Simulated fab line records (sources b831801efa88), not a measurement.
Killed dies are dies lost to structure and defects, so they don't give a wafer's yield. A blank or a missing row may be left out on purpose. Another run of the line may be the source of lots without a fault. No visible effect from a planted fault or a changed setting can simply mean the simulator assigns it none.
Which tool is to blame? + flow sky130 + 6 lots, 18 wafers sampled, at 1 step of a route of 708

## WHAT THE GAUGES SHOWED, per wafer
SKY_SPACER_THK_MEAS_01.
| lot  | measured     | on            | SPACER_CVD_00_THK (nm) |
|------|--------------|---------------|------------------------|
| L259 | day 24 22:57 | film-metro-03 | 43.7 43.8 43.6         |
| L261 | day 24 23:01 | film-metro-03 | 43.4 43.2 43.2         |
| L264 | day 25 18:22 | film-metro-02 | 42.6 43.2 42.8         |
| L267 | day 27 05:01 | film-metro-02 | 43.2 43.4 43.3         |
| L272 | day 28 14:52 | film-metro-03 | 43.5 43.9 43.4         |
| L278 | day 30 13:39 | film-metro-01 | 43.2 43.3 43.0         |

## EACH LOT AND THE TOOL THAT RAN IT (in order: tool; ch and the chambers of the sampled wafers; start)
The record shows no process step preceding these readings.

## THE ANSWER, worked out from the rows above alone
Rule: usual is defined by the lots themselves. The widest of any qualifying gaps counts: lots, ordered by their means at a reading, are off when they make up no more than a third of the lots, leave a main group of 4 or more, and stand apart from it by 3 or more times the standard deviation of that group's means. If all means in a main group match to the digits the tables above print for the reading, that group is not used. Also off: a lot with no number at a reading for which 4 or more lots have one. Where the step has rows for the other lots, those lots are counted as sound.
None of the lots is off at any reading shown; this tells nothing.

## WHAT THE SIMULATOR HAD PUT IN
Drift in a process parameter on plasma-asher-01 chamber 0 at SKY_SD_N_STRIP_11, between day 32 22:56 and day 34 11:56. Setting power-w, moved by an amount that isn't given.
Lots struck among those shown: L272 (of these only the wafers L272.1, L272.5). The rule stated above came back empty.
